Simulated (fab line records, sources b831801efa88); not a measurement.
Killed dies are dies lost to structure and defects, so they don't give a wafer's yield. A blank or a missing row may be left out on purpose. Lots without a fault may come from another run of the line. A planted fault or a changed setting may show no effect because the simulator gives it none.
Split-lot experiment | flow sfq_line | 5 lots, 23 wafers read, on a route of 325 steps

THE SPLIT
At SFQ_TRILAYER_INCOMING_OXIDATION_002 (target thk 500 nm, ox time 4939 s), the setting ox_time_s was moved away from the recipe's 4939 s on 15 of the 23 wafers read, by -4.8% to +6.3%. The other wafers ran this setting at the recipe's value.

The reading is taken at the split's own step.

THE READING
SiO2_of_TRILAYER_INCOMING_OXIDATION_002.thk_nm (the simulator's own value, which no gauge read), in nm, at SFQ_TRILAYER_INCOMING_OXIDATION_002 (target thk 500 nm, ox time 4939 s). The file gives no usual value for it. The 8 wafers here that ran the recipe average 507.9 nm, standard deviation 6.4 nm.

wafer  | tool, chamber at the split | ox_time_s as run, s | against the recipe | SiO2_of_TRILAYER_INCOMING_OXIDATION_002.thk_nm, nm | against lot-mates on the recipe
L078.1 | -, -                       | 5135                | +4.0%              | 525.1                                              | no lot-mate on the recipe
L078.2 | -, -                       | 5135                | +4.0%              | 526.8                                              | no lot-mate on the recipe
L078.3 | -, -                       | 5135                | +4.0%              | 523                                                | no lot-mate on the recipe
L078.5 | -, -                       | 5135                | +4.0%              | 523.3                                              | no lot-mate on the recipe
L078.6 | -, -                       | 5135                | +4.0%              | 524                                                | no lot-mate on the recipe
L080.3 | furnace-01, 0              | 4939                | recipe             | 499.4                                              | -
L080.4 | furnace-01, 0              | 4939                | recipe             | 499.3                                              | -
L080.5 | furnace-01, 0              | 4939                | recipe             | 502.4                                              | -
L082.1 | -, -                       | 4704                | -4.8%              | 487.6                                              | no lot-mate on the recipe
L082.2 | -, -                       | 4704                | -4.8%              | 486.8                                              | no lot-mate on the recipe
L082.3 | -, -                       | 4704                | -4.8%              | 488.7                                              | no lot-mate on the recipe
L082.5 | -, -                       | 4704                | -4.8%              | 489.2                                              | no lot-mate on the recipe
L082.6 | -, -                       | 4704                | -4.8%              | 492.6                                              | no lot-mate on the recipe
L083.1 | -, -                       | 4939                | recipe             | 509.5                                              | -
L083.3 | -, -                       | 4939                | recipe             | 515.7                                              | -
L083.4 | -, -                       | 4939                | recipe             | 511.7                                              | -
L083.5 | -, -                       | 4939                | recipe             | 508.6                                              | -
L083.6 | -, -                       | 4939                | recipe             | 516.4                                              | -
L084.1 | -, -                       | 5251                | +6.3%              | 526.1                                              | no lot-mate on the recipe
L084.2 | -, -                       | 5251                | +6.3%              | 527.1                                              | no lot-mate on the recipe
L084.3 | -, -                       | 5251                | +6.3%              | 522.9                                              | no lot-mate on the recipe
L084.4 | -, -                       | 5251                | +6.3%              | 530                                                | no lot-mate on the recipe
L084.6 | -, -                       | 5251                | +6.3%              | 529.1                                              | no lot-mate on the recipe

THE FIT
A straight line over all 23 wafers: SiO2_of_TRILAYER_INCOMING_OXIDATION_002.thk_nm changes by +3.58 nm for each +1% of ox_time_s; r = +0.95; the points scatter about the line by 4.8 nm.
Too few moved wafers have a lot-mate on the recipe to fit a line with each lot's own level taken away.

THE FILE'S OWN FIT
SiO2_of_TRILAYER_INCOMING_OXIDATION_002.thk_nm changes by +3.58 nm for each +1% of ox_time_s, r = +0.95.
